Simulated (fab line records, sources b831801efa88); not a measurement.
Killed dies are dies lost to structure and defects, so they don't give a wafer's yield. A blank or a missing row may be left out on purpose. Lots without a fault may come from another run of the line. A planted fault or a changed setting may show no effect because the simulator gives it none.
Which tool did it? | flow sky130 | 12 lots, 36 wafers sampled, at 5 steps of a route of 708

WHAT THE GAUGES READ, wafer by wafer
SKY_VT_ADJUST_HVTR_TW_MEAS_11. Usual: VT_ADJUST_HVTR_TW 213.3, standard deviation 1.4.
lot  | measured     | on            | VT_ADJUST_HVTR_TW | flag
L540 | day 9 06:28  | film_metro-02 | 211.1 211.1 211.7 |
L545 | day 10 17:28 | film_metro-04 | 215.3 215.9 215.3 |
L546 | day 10 22:25 | film_metro-02 | 213.0 213.4 212.4 |
L547 | day 11 06:03 | film_metro-04 | 214.1 213.9 215.3 |
L549 | day 11 23:29 | film_metro-02 | 211.7 212.9 211.9 |
L551 | day 12 07:08 | film_metro-02 | 212.9 213.7 212.0 |
L552 | day 12 16:40 | film_metro-01 | 212.7 213.4 213.3 |
L558 | day 14 08:47 | film_metro-01 | 212.2 211.7 212.4 |
L560 | day 15 05:05 | film_metro-04 | 215.4 215.5 215.6 |
L561 | day 15 09:55 | film_metro-02 | 212.7 212.0 212.3 |
L562 | day 15 17:09 | film_metro-04 | 216.6 215.7 215.8 |
L563 | day 15 21:32 | film_metro-01 | 211.8 212.4 212.3 |

SKY_VT_ADJUST_PCH_TW_MEAS_10. Usual: VT_ADJUST_PCH_TW 144.4, standard deviation 1.1.
lot  | measured     | on            | VT_ADJUST_PCH_TW  | flag
L540 | day 10 03:01 | film_metro-02 | 144.4 144.2 143.9 |
L545 | day 11 16:18 | film_metro-04 | 145.9 144.2 145.7 |
L546 | day 11 21:13 | film_metro-03 | 143.0 143.2 142.3 |
L547 | day 12 05:11 | film_metro-03 | 143.9 142.7 143.9 |
L549 | day 12 22:35 | film_metro-03 | 116.8 117.6 117.4 | OFF
L551 | day 13 07:22 | film_metro-04 | 119.0 119.1 118.9 | OFF
L552 | day 13 16:33 | film_metro-04 | 118.5 118.8 118.4 | OFF
L558 | day 15 10:46 | film_metro-04 | 145.4 146.0 145.1 |
L560 | day 16 08:14 | film_metro-02 | 144.4 144.8 143.7 |
L561 | day 16 14:29 | film_metro-04 | 145.5 145.5 145.8 |
L562 | day 16 21:21 | film_metro-02 | 144.5 144.4 143.5 |
L563 | day 17 01:59 | film_metro-04 | 145.1 145.1 145.0 |

SKY_SONOS_TUNNEL_TW_MEAS_12. Usual: SONOS_TUNNEL_TW 199.3, standard deviation 1.5.
lot  | measured     | on            | SONOS_TUNNEL_TW   | flag
L540 | day 11 00:40 | film_metro-04 | 200.9 200.8 200.3 |
L545 | day 12 15:51 | film_metro-04 | 200.8 200.0 199.5 |
L546 | day 12 20:58 | film_metro-03 | 198.2 197.8 198.2 |
L547 | day 13 05:38 | film_metro-04 | 199.2 199.0 199.1 |
L549 | day 13 23:23 | film_metro-01 | 197.3 197.6 197.3 |
L551 | day 14 08:49 | film_metro-04 | 200.0 200.5 200.5 |
L552 | day 14 17:40 | film_metro-03 | 198.2 197.8 197.8 |
L558 | day 16 14:46 | film_metro-04 | 200.4 201.9 200.9 |
L560 | day 17 12:29 | film_metro-03 | 196.8 197.8 198.4 |
L561 | day 17 19:16 | film_metro-01 | 199.6 199.2 199.3 |
L562 | day 18 02:39 | film_metro-04 | 201.1 200.4 201.0 |
L563 | day 18 08:08 | film_metro-03 | 199.5 197.9 198.4 |

WHICH TOOL RAN EACH LOT (tool, then ch and the chambers of the sampled wafers, then the start)
lot  | SKY_VT_ADJUST_LVTN_STRIP_20          | SKY_VT_ADJUST_PCH_IMPLANT_08
L540 | plasma_asher-02 ch 0,1, day 7 15:04  | implanter-03 ch 0, day 10 02:48
L545 | plasma_asher-03 ch 0,1, day 8 23:25  | implanter-03 ch 0, day 11 16:03
L546 | plasma_asher-02 ch 0,1, day 9 04:43  | implanter-02 ch 0, day 11 20:58
L547 | plasma_asher-02 ch 0,1, day 9 10:22  | implanter-02 ch 0, day 12 04:58
L549 | plasma_asher-03 ch 0,1, day 10 03:28 | implanter-02 ch 0, day 12 22:20
L551 | plasma_asher-02 ch 1, day 10 10:05   | implanter-02 ch 0, day 13 07:07
L552 | plasma_asher-03 ch 0,1, day 10 18:25 | implanter-02 ch 0, day 13 16:18
L558 | plasma_asher-04 ch 0,1, day 12 07:49 | implanter-01 ch 0, day 15 10:31
L560 | plasma_asher-02 ch 0,1, day 13 02:31 | implanter-02 ch 0, day 16 08:01
L561 | plasma_asher-03 ch 0,1, day 13 07:04 | implanter-03 ch 0, day 16 14:14
L562 | plasma_asher-02 ch 0,1, day 13 13:35 | implanter-03 ch 0, day 16 21:06
L563 | plasma_asher-03 ch 0,1, day 13 17:07 | implanter-01 ch 0, day 17 01:46
- SKY_VT_ADJUST_LVTN_STRIP_20: strips in O2/N2.
- SKY_VT_ADJUST_PCH_IMPLANT_08

WHAT THE TOOLS THEMSELVES READ (means of the sampled wafers that have a number; where no wafer has one, the mark that the record gives instead)
SKY_VT_ADJUST_LVTN_STRIP_20. Usual: drypump_motor_current_A 5.7 A, standard deviation 0.34; oes_product_au 0.715 a.u., standard deviation 0.0048; strip_time_to_endpoint_s 14.17 s, standard deviation 0.044.
lot  | tool            | drypump_motor_current_A (A) | oes_product_au (a.u.) | strip_time_to_endpoint_s (s) | flag
L540 | plasma_asher-02 | 5.9                         | 0.713                 | 14.19                        |
L545 | plasma_asher-03 | 5.7                         | 0.713                 | 14.20                        |
L546 | plasma_asher-02 | 5.9                         | 0.716                 | 14.22                        |
L547 | plasma_asher-02 | 5.9                         | 0.712                 | 14.23                        |
L549 | plasma_asher-03 | 5.7                         | 0.717                 | 14.15                        |
L551 | plasma_asher-02 | 5.5                         | 0.719                 | 14.18                        |
L552 | plasma_asher-03 | 5.8                         | 0.713                 | 14.12                        |
L558 | plasma_asher-04 | 5.8                         | 0.710                 | 14.15                        |
L560 | plasma_asher-02 | 5.7                         | 0.714                 | 14.17                        |
L561 | plasma_asher-03 | 5.8                         | 0.713                 | 14.13                        |
L562 | plasma_asher-02 | 5.7                         | 0.714                 | 14.27                        |
L563 | plasma_asher-03 | 5.7                         | 0.719                 | 14.15                        |

SKY_VT_ADJUST_PCH_IMPLANT_08. Usual: dose_ions_cm2 5e+11, standard deviation 5.5e+08; faraday_current_uA 2.83, standard deviation 0.056.
lot  | tool         | dose_ions_cm2 | faraday_current_uA | flag
L540 | implanter-03 | 5e+11         | 2.80               |
L545 | implanter-03 | 5e+11         | 2.82               |
L546 | implanter-02 | 5e+11         | 2.89               |
L547 | implanter-02 | 5e+11         | 2.81               |
L549 | implanter-02 | 2e+11         | 1.26               | OFF
L551 | implanter-02 | 2e+11         | 1.26               | OFF
L552 | implanter-02 | 2e+11         | 1.29               | OFF
L558 | implanter-01 | 5e+11         | 2.79               |
L560 | implanter-02 | 5e+11         | 2.85               |
L561 | implanter-03 | 5e+11         | 2.77               |
L562 | implanter-03 | 5e+11         | 2.88               |
L563 | implanter-01 | 5e+11         | 2.83               |

THE ANSWER, worked out from the rows above alone
Rule: a lot is off if the mean of its wafers that have a number lies more than 3 standard deviations from the usual mean. A lot without any number at a reading at which 4 lots or more have one is off too. The other lots that the step has rows for count as sound. The gauges are gone through in route order, then the tools' own readings, and for those a lot's mean is taken as printed above. The first step at which some lot is off is used, and at that step the reading that is off furthest; a lot without a number counts as furthest.
Off: L549, L551, L552, at SKY_VT_ADJUST_PCH_TW_MEAS_10 (VT_ADJUST_PCH_TW).
A tool fits if, at a process step before that reading, it ran every lot that is off, and no sound lot after the first of them. The gauges at SKY_VT_ADJUST_PCH_TW_MEAS_10 aren't tried: what is off there is off at SKY_VT_ADJUST_PCH_IMPLANT_08 too, on other tools, and a gauge's error can't cause that. None of those tried fits.

WHAT THE SIMULATOR HAD PUT IN
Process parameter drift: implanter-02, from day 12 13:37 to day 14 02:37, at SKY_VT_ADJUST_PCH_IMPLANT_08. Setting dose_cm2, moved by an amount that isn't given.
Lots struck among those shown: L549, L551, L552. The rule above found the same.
